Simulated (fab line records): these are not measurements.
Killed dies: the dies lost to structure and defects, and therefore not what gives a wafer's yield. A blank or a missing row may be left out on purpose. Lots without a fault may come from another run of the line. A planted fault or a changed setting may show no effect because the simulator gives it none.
A lot that was struck, set against a sound lot ; flow gf180mcu ; 17 steps out of a route of 602
Sound: the wafers L355.2, L355.4, L355.6. The struck wafers were L368.1, L368.5. The cause comes at the end.
For every step that has rows: the tool of each side, followed by ch and its chambers, followed by its first start. Under that, the readings that differ: sound wafers ; struck wafers ; difference of the means ; sigmas: that difference in standard deviations of wafers without a fault.
alike: words and numbers the same on both sides, and readings whose means are apart by under 2 such deviations; not compared: readings that were withheld, readings missing a value for some wafer, numbers with overlapping values and no deviation given by the record, and bounds like >300 which may hide the same value.
The two part at a step that has a row with sigmas, a row that says differs or no value, or rows on one side only. Numbers that have no deviation but don't overlap get no sigmas and don't part them. Lack of a reading on every wafer of one side parts them only where that side has two or more wafers.

first, 4 steps without rows for these wafers: GF_M1_SOFTBAKE_10 (time 60 s); GF_M1_EXPOSE_11 (exposes mask Metal1, target cd 230 nm); GF_M1_PEB_12 (peb time 90 s); GF_M1_DEVELOP_13 (develop time 60 s).
GF_M1_CD_MEAS_14: the cd target is 230 nm.
  struck on cd_sem-01, day 22 19:10; sound on cd_sem-02, day 17 21:32
  alike: cd_nm
GF_M1_OVL_MEAS_15:
  struck on overlay-02, day 22 19:17; sound on overlay-02, day 17 21:39
  alike: M1_OVL
GF_M1_METAL_ETCH_16: etches the open film in Cl2/BCl3, stops on SiO2, target depth 750.8 nm, time 125.1 s.
  sound on rie_metal-02 ch 0,1, day 17 21:41; struck on rie_metal-01 ch 0,1, day 22 19:19
  alike: drypump_motor_current_A, oes_product_au, throttle_valve_pct
  not compared: rf_hours_counter_h
GF_M1_STRIP_17: strips in O2/N2.
  sound on plasma_asher-04 ch 0,1, day 17 21:49; struck on plasma_asher-04 ch 1, day 22 19:27
  alike: drypump_motor_current_A, heater_power_w, o2_flow_sccm, oes_product_au, strip_time_to_endpoint_s
  not compared: rf_hours_counter_h
then, 3 steps without rows for these wafers: GF_M1_STRIP_18 (strips in post etch residue remover, time 1200 s); GF_M1_CLEAN_19 (cleans in DIW); GF_V1_CVD_00 (deposits SiO2, target thk 600 nm, time 100 s).
GF_V1_THK_MEAS_01:
  struck on film_metro-03, day 22 20:04; sound on film_metro-02, day 17 22:26
  alike: V1_CVD_00_THK
GF_V1_CVD_02: deposits SiO2 from TEOS, target thk 850 nm, time 94.851 s.
  sound on pecvd-01 ch 0,1, day 17 22:29; struck on pecvd-01 ch 0,2, day 22 20:07
reading;sound;struck;difference;sigmas
run_length_s (s);123.4 123.0 123.7;113.3 112.5;-10.5;-23
susceptor_temp_C (C);399.73 399.83 399.87;- -;no value on the struck wafers;
model.SiO2_of_V1_CVD_02.thk_nm (nm);847 849.1 851.7;743.9 770;-92.3;
  alike: heater_power_w
GF_V1_THK_MEAS_03:
  struck on film_metro-02, day 22 20:11; sound on film_metro-04, day 17 22:34
reading;sound;struck;difference;sigmas
V1_CVD_02_THK (nm);847 849 852;744 770;-92;-8
GF_V1_CMP_04: polishes SiO2.
  sound on cmp-02 ch 1,2,3, day 18 01:10; struck on cmp-01 ch 2,3, day 22 20:18
reading;sound;struck;difference;sigmas
time_to_endpoint_s (s);81 77 85;40 49;-36;-6
  alike: motor_current_A
GF_V1_BOW_MEAS_05:
  struck on film_metro-03, day 22 20:33; sound on film_metro-04, day 18 01:29
  alike: V1_BOW
GF_PASSIVATION_PROBE_99:
  rows exist in the record for the sound wafers here (prober-02, day 30 01:19), none for the struck ones

## WHERE THEY PART
First at GF_V1_CVD_02; last, within this record, at GF_PASSIVATION_PROBE_99.

WHY: what had been put in by the simulator
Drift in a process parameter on pecvd-01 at GF_V1_CVD_02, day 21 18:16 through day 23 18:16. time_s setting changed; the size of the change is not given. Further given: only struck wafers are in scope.
